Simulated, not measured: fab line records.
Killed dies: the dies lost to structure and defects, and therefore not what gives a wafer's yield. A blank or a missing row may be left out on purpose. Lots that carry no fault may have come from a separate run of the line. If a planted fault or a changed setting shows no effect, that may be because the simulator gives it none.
fab line records ; flow sky130
[record] lots = 5; wafers = 15; last-day = 49
route steps=708 shown PWDE@48 NWELL@56 PAD_OPEN@708
lots untouched by any fault: they come from a run of this same line in which no faults occurred
start-h: start of the lot's first displayed wafer, in hours after the record's first day ; wait-h: hours from the lot's prior step to this one ; " unchanged from the row above ; L1.1+2: a row that stands for several wafers ; - either no value or no given start ; * or withheld: withheld ; < > ~ a bound
route shown NAME@n: a module of which the file shows steps, and the number in the route of the first ; usual: mean/standard deviation of fault-free wafers ; same: alike in all rows ; chamber/n: place in a boat ; sites: each site's reading ; _std_site: standard deviation across them ; _edge_site: the outer-site mean with the inner-site mean subtracted ; radius-mm: how far each site lies from the wafer's centre ; mask NAME#n: copy n ; behind: tool/chamber where the wafer was last shaped ; hold: why the lot was held/for how many hours/how that ended ; device: the transistor (n, p or np) that didn't switch ; end of line: the same wafers' tests at the end of the route ; a step given without rows: its recipe and nothing more ; killed: at the first sort, the dies lost to defects and structure; wafer yield is something else ; map: dies across one wafer; x = killed, . = not, _ = none there
set.NAME: the setting as run; set.NAME@STEP: as run at that earlier step ; model.NAME: the simulator's own value behind a step, which no gauge read
lots at selected steps of the route; one table per step, one row per wafer
services: when a tool's chamber went out of use (start-h, in hours from the record's first day, below 0 if earlier), for how many hours, and the reason
[[steps]]
[step SKY_PWDE_SOFTBAKE_03]
[recipe] temp-c = 110; time-s = withheld
[step SKY_PWDE_EXPOSE_04]
[recipe] mask-id = PWDEM; na = 0.6; source-shape = conventional; sigma-outer = 0.6; polarization = unpolarized; target-cd-nm = 840; dose-mj = 214
[step SKY_PWDE_PEB_05]
[recipe] temp-c = 115; time-s = withheld
[step SKY_PWDE_DEVELOP_06]
[recipe] wall-angle-deg = 90; developer = TMAH; develop-time-s = 60; dev-temp-c = 23
[step SKY_PWDE_OVL_MEAS_07]
[usual] PWDE_OVL = -0.1/1.5
lot.wafer;tool;chamber;start-h;wait-h;PWDE_OVL[nm]
L745.1;overlay-01;-;73.34;-;-0.2
L745.3;overlay-01;-;73.34;-;-1.2
L745.5;overlay-01;-;73.34;-;-0.7
L748.2;overlay-01;-;100.55;-;-0.9
L748.3;overlay-01;-;100.55;-;0.1
L748.5;overlay-01;-;100.55;-;-1.3
L756.3;overlay-02;-;137.33;-;-0.6
L756.5;overlay-02;-;137.33;-;-0.2
L756.6;overlay-02;-;137.33;-;-1.2
L757.2;overlay-01;-;141.10;-;-0.7
L757.3;overlay-01;-;141.10;-;0.5
L757.6;overlay-01;-;141.10;-;0.8
L764.3;overlay-01;-;180.28;-;2.8
L764.5;overlay-01;-;180.28;-;0.7
L764.6;overlay-01;-;180.28;-;0.7
[step SKY_PWDE_IMPLANT_08]
[recipe] species = B; energy-kev = 150; dose-cm2 = 3.6e+12; tilt-deg = withheld
[step SKY_PWDE_STRIP_09]
[recipe] chemistry = O2/N2; power-w = 1400; pressure-mtorr = 1500; platen-temp-c = withheld; o2-flow-sccm = 3000; n2-flow-sccm = 300; overash-fraction = 0.5
[usual] drypump-motor-current-A = 5.3/0.42; o2-flow-sccm = 2998/8.6; oes-product-au = 0.723/0.0042; strip-time-to-endpoint-s = 36.93/0.082
lot.wafer;tool;chamber;start-h;wait-h;drypump-motor-current-A;o2-flow-sccm;oes-product-au;rf-hours-counter-h;strip-time-to-endpoint-s
L745.1;plasma-asher-04;1;73.53;0.1;5.8;2999;0.721;37;36.86
L745.3;plasma-asher-04;1;73.53;0.1;5.8;2999;0.724;-;36.92
L745.5;plasma-asher-04;0;73.53;0.1;4.7;2994;0.720;-;36.87
L748.2;plasma-asher-01;1;100.73;0.1;5.0;3009;0.725;29;37.01
L748.3;plasma-asher-01;1;100.73;0.1;5.0;2990;0.722;-;36.92
L748.5;plasma-asher-01;0;100.73;0.1;5.6;2989;0.723;-;37.06
L756.3;plasma-asher-01;1;137.54;0.1;5.0;2995;0.726;-;36.88
L756.5;plasma-asher-01;0;137.54;0.1;5.7;3003;0.721;-;36.90
L756.6;plasma-asher-01;1;137.54;0.1;5.0;2998;0.722;-;36.83
L757.2;plasma-asher-04;0;141.28;0.1;4.7;3001;0.724;44;36.94
L757.3;plasma-asher-04;1;141.28;0.1;5.8;3003;0.731;-;36.84
L757.6;plasma-asher-04;0;141.28;0.1;4.7;2992;0.724;-;36.96
L764.3;plasma-asher-04;1;180.48;0.1;5.8;3005;0.727;-;37.11
L764.5;plasma-asher-04;1;180.48;0.1;5.8;3005;0.717;-;36.95
L764.6;plasma-asher-04;0;180.48;0.1;4.7;2999;0.725;-;36.96
[step SKY_PWDE_TW_MEAS_10]
[usual] PWDE_TW = 375/3.7
lot.wafer;tool;chamber;start-h;wait-h;PWDE_TW
L745.1;film-metro-02;-;73.63;0.1;368
L745.3;film-metro-02;-;73.63;0.1;372
L745.5;film-metro-02;-;73.63;0.1;370
L748.2;film-metro-01;-;100.84;0.1;381
L748.3;film-metro-01;-;100.84;0.1;381
L748.5;film-metro-01;-;100.84;0.1;382
L756.3;film-metro-02;-;137.63;0.1;371
L756.5;film-metro-02;-;137.63;0.1;370
L756.6;film-metro-02;-;137.63;0.1;369
L757.2;film-metro-03;-;141.39;0.1;378
L757.3;film-metro-03;-;141.39;0.1;374
L757.6;film-metro-03;-;141.39;0.1;377
L764.3;film-metro-01;-;180.57;0.1;380
L764.5;film-metro-01;-;180.57;0.1;381
L764.6;film-metro-01;-;180.57;0.1;380
[step SKY_NWELL_DEHYDRATE_03]
[recipe] temp-c = 200; time-s = 60
[step SKY_NWELL_HMDS_04]
[recipe] prime-time-s = 60; prime-temp-c = 120
[step SKY_NWELL_COAT_05]
[recipe] spin-rpm = 2000; resist-thk-nm = 3000
[step SKY_NWELL_SOFTBAKE_06]
[recipe] temp-c = 110; time-s = withheld
[step SKY_NWELL_EXPOSE_07]
[recipe] mask-id = NWM; na = 0.6; source-shape = conventional; sigma-outer = 0.6; polarization = unpolarized; target-cd-nm = 840; dose-mj = 255
lot.wafer;tool;chamber;start-h;wait-h;mask
L745.1+3+5;iline-stepper-01;0;82.10;-;NWM#0
L748.2+3+5;iline-stepper-02;0;110.12;-;NWM_R1#0
L756.3+5+6;iline-stepper-01;0;147.34;-;NWM#0
L757.2+3+6;iline-stepper-02;0;151.01;-;NWM#0
L764.3+5+6;iline-stepper-01;0;190.85;-;NWM#0
[step SKY_NWELL_PEB_08]
[recipe] temp-c = 115; time-s = withheld
[step SKY_PAD_OPEN_PROBE_99]
lot.wafer;tool;chamber;start-h;wait-h;model.etest.pfet_16v.r-on-ohm-um;model.etest.nfet_16v.r-on-ohm-um;model.etest.res-nwell.line-ohm-um;model.etest.res-nwell.width-nm;model.etest.res-iso-pwell.width-nm;model.etest.pfet_16v.drive-ua-um
L745.1;prober-02;-;1069.62;0.1;1.477e+04;1.426e+04;1085;841.3;2649;254.1
L745.3;prober-02;-;1069.72;0.2;1.502e+04;1.418e+04;1085;842;2656;252.4
L745.5;prober-02;-;1069.82;0.2;1.489e+04;1.424e+04;1074;840.7;2647;250.4
L748.2;prober-01;-;1103.62;0.1;1.466e+04;1.455e+04;1380;716.5;2747;252.3
L748.3;prober-01;-;1103.67;0.2;1.467e+04;1.441e+04;1372;718.9;2736;252.9
L748.5;prober-01;-;1103.77;0.2;1.477e+04;1.448e+04;1377;715.2;2728;251.8
L756.3;prober-01;-;1143.80;0.2;1.527e+04;1.422e+04;1153;840.1;2641;242.5
L756.5;prober-01;-;1143.90;0.2;1.56e+04;1.415e+04;1152;836.9;2648;242.8
L756.6;prober-01;-;1143.95;0.2;1.519e+04;1.404e+04;1138;842;2643;246.2
L757.2;prober-02;-;1144.77;0.1;1.52e+04;1.416e+04;1130;838.5;2658;246.7
L757.3;prober-02;-;1144.82;0.2;1.494e+04;1.402e+04;1122;838.7;2649;248.9
L757.6;prober-02;-;1144.97;0.2;1.507e+04;1.412e+04;1126;841.3;2641;246.7
L764.3;prober-02;-;1177.44;0.2;1.509e+04;1.417e+04;1118;829.7;2649;242.9
L764.5;prober-02;-;1177.54;0.2;1.505e+04;1.417e+04;1129;827.8;2657;241.5
L764.6;prober-02;-;1177.59;0.2;1.491e+04;1.415e+04;1116;826.7;2664;243.2
// killed by level:class
L745.1 VIA1:geometric-particle:open=13 VIA2:geometric-particle:open=11 LOCAL_INTERCONNECT:geometric-particle:short=9 CONTACT:geometric-particle:open=9 METAL2:geometric-particle:short=8 METAL3:geometric-particle:short=5 FIELD_ISO:geometric-particle:open=4 POLY_GATE:geometric-particle:short=4
L745.3 VIA1:geometric-particle:open=11 VIA2:geometric-particle:open=11 METAL1:geometric-particle:short=7 CONTACT:geometric-particle:open=6 VIA3:geometric-particle:open=6 LI_CONTACT:geometric-particle:open=5 LOCAL_INTERCONNECT:geometric-particle:short=5 VIA3:geometric-particle:short=5
L745.5 VIA1:geometric-particle:open=11 VIA3:geometric-particle:open=7 FIELD_ISO:geometric-particle:short=6 LI_CONTACT:geometric-particle:open=6 CONTACT:geometric-particle:short=6 METAL1:geometric-particle:short=6 VIA2:geometric-particle:open=6 CONTACT:geometric-particle:open=5
L756.3 VIA3:geometric-particle:open=12 CONTACT:geometric-particle:open=10 METAL1:geometric-particle:short=8 VIA1:geometric-particle:open=7 FIELD_ISO:geometric-particle:short=6 LI_CONTACT:geometric-particle:open=6 VIA2:geometric-particle:open=5 VIA1:geometric-particle:short=4
L756.5 CONTACT:geometric-particle:open=8 VIA1:geometric-particle:open=7 METAL2:geometric-particle:short=6 VIA2:geometric-particle:open=6 LI_CONTACT:geometric-particle:open=4 CONTACT:geometric-particle:short=4 METAL1:geometric-particle:short=4 FIELD_ISO:geometric-particle:open=3
L756.6 LI_CONTACT:geometric-particle:open=12 VIA1:geometric-particle:open=12 CONTACT:geometric-particle:short=6 VIA1:geometric-particle:short=6 VIA2:geometric-particle:open=6 METAL2:geometric-particle:short=5 VIA3:geometric-particle:open=5 FIELD_ISO:geometric-particle:short=3
L757.2 CONTACT:geometric-particle:open=17 VIA1:geometric-particle:open=14 LI_CONTACT:geometric-particle:open=12 CONTACT:geometric-particle:short=8 VIA1:geometric-particle:short=8 METAL2:geometric-particle:short=7 VIA3:geometric-particle:open=7 FIELD_ISO:geometric-particle:short=4
L757.3 VIA1:geometric-particle:open=11 CONTACT:geometric-particle:short=8 METAL2:geometric-particle:short=7 METAL1:geometric-particle:short=7 LI_CONTACT:geometric-particle:open=6 VIA3:geometric-particle:open=6 CONTACT:geometric-particle:open=5 FIELD_ISO:geometric-particle:open=4
L757.6 VIA1:geometric-particle:open=12 CONTACT:geometric-particle:open=9 VIA2:geometric-particle:open=6 VIA3:geometric-particle:open=6 FIELD_ISO:geometric-particle:open=4 CONTACT:geometric-particle:short=4 METAL1:geometric-particle:short=4 VIA2:geometric-particle:short=4
L764.3 VIA1:geometric-particle:open=17 CONTACT:geometric-particle:open=6 METAL2:geometric-particle:short=5 METAL1:geometric-particle:short=5 VIA3:geometric-particle:short=5 VIA2:geometric-particle:open=4 VIA2:geometric-particle:short=4 METAL4:geometric-particle:short=4
L764.5 CONTACT:geometric-particle:open=9 VIA3:geometric-particle:open=7 VIA1:geometric-particle:open=6 METAL2:geometric-particle:short=6 VIA2:geometric-particle:short=6 VIA2:geometric-particle:open=5 FIELD_ISO:geometric-particle:short=4 POLY_GATE:geometric-particle:short=4
L764.6 VIA1:geometric-particle:open=11 METAL2:geometric-particle:short=9 LI_CONTACT:geometric-particle:open=8 METAL1:geometric-particle:short=7 VIA3:geometric-particle:open=6 VIA2:geometric-particle:open=6 CONTACT:geometric-particle:open=5 VIA3:geometric-particle:short=5
[[services]]
tool;chamber;start-h;hours;kind
iline-stepper-02;-;55.83;2.1;pm
iline-stepper-02;-;57.91;-;consumable-replace:lamp
plasma-asher-04;-;77.14;2.8;pm
iline-stepper-02;-;103.13;1.7;pm
iline-stepper-01;0;155.68;-;calibration
iline-stepper-01;-;175.48;1.7;pm
iline-stepper-02;0;177.35;-;calibration
[[key]]
[first-sign] step = SKY_NWELL_EXPOSE_07; reading = mask; direction = changed
effect none on later readings
[model-effect] step = SKY_PAD_OPEN_PROBE_99; value = etest.pfet_16v.r-on-ohm-um; without = 1.534e+04; struck = 1.47e+04
met-at SKY_NWELL_EXPOSE_07
struck-wafers L748.2,L748.3,L748.5
sort-left-out L748.2,L748.3,L748.5
tester-left-out L748
[fault] kind = wrong-mask; tool = any; chamber = -; onset-h = 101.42; steps = SKY_NWELL_EXPOSE_07; aux-copy = NWM_R1#0; cd-offset-nm = -101; scope = struck-lots-only
// tester-left-out: of these lots the tester's yield and bins aren't shown, on N5 and GAA mostly nor the transistor test; their killed dies are dies lost to structure and defects alone, not to doping, threshold or leakage, so they don't give the yield
// sort-left-out: the simulated sort isn't trusted on such a fault, so these wafers' sort isn't shown, and their yield isn't known
